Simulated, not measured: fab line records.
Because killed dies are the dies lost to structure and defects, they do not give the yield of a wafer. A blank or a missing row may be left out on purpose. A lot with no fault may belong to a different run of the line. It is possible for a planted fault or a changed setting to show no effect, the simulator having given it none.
Code-filled problem report in 8D (eight disciplines) form / flow gf180mcu / the parts of the form that need people (team, actions taken, sign-off) are left out

== 1. WHAT IS WRONG ==
Mean V5_W_RS at GF_V5_RS_MEAS_24: 0.7442 ohm/sq over 3 wafers in 3 lots; fault-free wafers: 0.3299 ohm/sq, standard deviation 0.003. So: +99 or more standard deviations from the usual mean.
The step: measures by four-point-probe.
First seen on wafer L278.4, day 30 11:20, on film-metro-04. The record has a number at this step for 30 wafers belonging to 11 lots. Rule for "out" (also "out of limits"): further than 4 standard deviations from the usual mean. The other wafers with a number count as sound.

== 2. WHAT THIS IS AND IS NOT ==
question=which readings at this step | is=V5_W_RS | is not=-
question=which lots | is=L278, L280, L282 | is not=L270, L271, L273, L275, L285, L286, L289, L291
question=which wafers of those lots | is=L278.4, L280.4, L282.6 | is not=L278.1, L280.5, L282.1
question=read on which gauges | is=film-metro-03, film-metro-04 | is not=film-metro-01
question=when | is=from day 30 11:20 | is not=up to then (13 sound wafers); but 14 sound wafers of L280, L282, L285, L286, L289, L291 came after

== 3. WHAT RULES OUT EACH SUSPECT ==
Counting: any tool at a process step up to the reading remains a suspect provided it ran every lot that is out. Sound lots after the first of them don't rule it out here, since some wafers of a struck lot are sound.
- the gauge at GF_V5_RS_MEAS_24 is ruled out. Those wafers that are out were read across 2 gauges (film-metro-03, film-metro-04).
- cvd-w-01 at GF_V5_CVD_23 (deposits W, target thk 350 nm, time 104.9 s): kept. Every lot that is out went through it, the first being L278 (day 30 11:10); the last sound lot it ran before that was L273 (day 28 16:20).
Remaining after the count: cvd-w-01 at GF_V5_CVD_23.

== 4. THE CAUSE (what the simulator had put in) ==
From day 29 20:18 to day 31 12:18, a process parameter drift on cvd-w-01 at GF_V5_CVD_23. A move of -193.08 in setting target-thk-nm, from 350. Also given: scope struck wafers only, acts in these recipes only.
Counting left only this tool.

== 5. THE EFFECT CHAIN, in route order ==
Each row: a reading whose mean over the struck wafers that have a number lies more than 3 standard deviations from the usual. Readings are gone through only where the record gives a usual standard deviation; hours: the median, over the lots, of the time from a lot's start at the first step in this table giving one to that lot's start at this step; sigmas: the change measured in usual standard deviations.
hours=0; step=GF_V5_RS_MEAS_24; reading=V5_W_RS; usual=0.3299 ohm/sq; on struck wafers=0.7442; change=+0.4143; sigmas=+99 or more
hours=0; step=GF_V5_THK_MEAS_25; reading=V5_W_THK; usual=356 nm; on struck wafers=158; change=-198; sigmas=-44
hours=0; step=GF_V5_CMP_26; reading=time-to-endpoint-s; usual=84.0 s; on struck wafers=39.3; change=-44.7; sigmas=-17
Here are the process steps it includes:
- GF_V5_CMP_26: polishes, stops on SiO2, t overpolish 15 s, target thk 0 nm.

== 6. HOW IT WOULD HAVE BEEN CAUGHT EARLIER ==
Counted from the fault's start at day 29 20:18, it took 15 hours until the first out-of-limits reading at a measuring or inspecting step in this record, taken at day 30 11:20.
Tool readings at GF_V5_CVD_23 with a usual standard deviation given in the record: none out on any struck wafer, hence no alarm at a limit of 4 standard deviations on them.
Among the 3 lots that are out, L280, L282 began GF_V5_CVD_23 on cvd-w-01 after day 30 11:20. A hold on the tool at that time would have spared those 2.
